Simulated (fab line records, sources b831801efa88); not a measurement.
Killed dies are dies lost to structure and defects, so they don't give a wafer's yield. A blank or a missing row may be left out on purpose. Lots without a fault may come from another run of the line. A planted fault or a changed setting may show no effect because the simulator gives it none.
Which tool did it? | flow sfq_line | 14 lots, 42 wafers sampled, at 1 step of a route of 325

WHAT THE GAUGES READ, wafer by wafer
The record holds no reading of a measuring or inspecting step that can be judged against a usual standard deviation.

WHICH TOOL RAN EACH LOT (tool, then ch and the chambers of the sampled wafers, then the start)
lot  | SFQ_TRILAYER_I6_VIA_ETCH_VIA_ETCH_172
L244 | rie_diel-04 ch 0,2,3, day 65 21:39
L245 | rie_diel-01 ch 0,1,3, day 66 02:27
L247 | rie_diel-04 ch 0,2, day 66 06:24
L248 | rie_diel-03 ch 2,3, day 66 15:24
L249 | rie_diel-03 ch 0,1,3, day 66 18:37
L250 | rie_diel-04 ch 0,1,3, day 66 19:36
L251 | rie_diel-01 ch 1,2,3, day 66 22:00
L252 | rie_diel-03 ch 2,3, day 66 23:12
L253 | rie_diel-04 ch 2,3, day 69 01:15
L259 | rie_diel-01 ch 0,1,2, day 69 22:30
L261 | rie_diel-01 ch 0,3, day 70 03:18
L262 | rie_diel-03 ch 1,2, day 70 06:54
L264 | rie_diel-03 ch 1,2,3, day 70 23:42
L266 | rie_diel-04 ch 0,1,2, day 71 05:42
- SFQ_TRILAYER_I6_VIA_ETCH_VIA_ETCH_172: etches SiO2 in CHF3, stops on Nb, target depth 260 nm.

WHAT THE TOOLS THEMSELVES READ (means of the sampled wafers that have a number; where no wafer has one, the mark that the record gives instead)
SFQ_TRILAYER_I6_VIA_ETCH_VIA_ETCH_172.
lot  | tool        | bias_w (W) | drypump_motor_current_A (A) | oes_product_au (a.u.)
L244 | rie_diel-04 | 79.98      | 5.7                         | 0.858
L245 | rie_diel-01 | 80.08      | 5.9                         | 0.854
L247 | rie_diel-04 | 80.09      | 5.8                         | 0.855
L248 | rie_diel-03 | 80.03      | 5.8                         | 0.858
L249 | rie_diel-03 | 80.11      | 5.3                         | 0.858
L250 | rie_diel-04 | 80.05      | 5.9                         | 0.854
L251 | rie_diel-01 | 79.86      | 5.9                         | 0.852
L252 | rie_diel-03 | 80.02      | 5.8                         | 0.855
L253 | rie_diel-04 | 79.94      | 5.5                         | 0.855
L259 | rie_diel-01 | 72.49      | 5.7                         | 0.853
L261 | rie_diel-01 | 72.53      | 5.8                         | 0.849
L262 | rie_diel-03 | 80.19      | 5.6                         | 0.860
L264 | rie_diel-03 | 79.84      | 5.7                         | 0.859
L266 | rie_diel-04 | 79.97      | 6.1                         | 0.853

THE ANSWER, worked out from the rows above alone
Rule: what is usual is taken from the lots themselves. Put in order of their means at a reading, lots are off if they are a third of the lots or fewer, leave a main group of 4 or more, and stand apart from it by a gap of 3 or more times the standard deviation of the main group's means; of several such gaps the widest counts. A main group whose means are all the same, to the digits that the tables above print for the reading, isn't used. A lot without any number at a reading at which 4 lots or more have one is off too. The other lots that the step has rows for count as sound. The gauges are gone through in route order, then the tools' own readings, and for those a lot's mean is taken as printed above. The first step at which some lot is off is used, and at that step the reading that is off furthest; a lot without a number counts as furthest.
Off: L259, L261, at SFQ_TRILAYER_I6_VIA_ETCH_VIA_ETCH_172 (bias_w). The main group: mean 80.01 W, standard deviation 0.098.
A tool fits if, at that step or a process step before it, it ran every lot that is off, and no sound lot after the first of them. One fits: rie_diel-01 at SFQ_TRILAYER_I6_VIA_ETCH_VIA_ETCH_172. Its last sound lot is L251 (day 66 22:00), its first lot that is off L259 (day 69 22:30): a fault that began between those two fits.
The tool's own readings at SFQ_TRILAYER_I6_VIA_ETCH_VIA_ETCH_172 bear it out: on the lots that are off they differ by more than 5 times the standard deviation of the sound lots' means. bias_w reads 72.51 W there against 80.01 W on the sound lots.

WHAT THE SIMULATOR HAD PUT IN
Process parameter drift: rie_diel-01, from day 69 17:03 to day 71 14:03, at SFQ_TRILAYER_I6_VIA_ETCH_VIA_ETCH_172. Setting bias_w, moved by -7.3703, from 80. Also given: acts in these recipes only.
Lots struck among those shown: L259, L261. The rule above found the same.
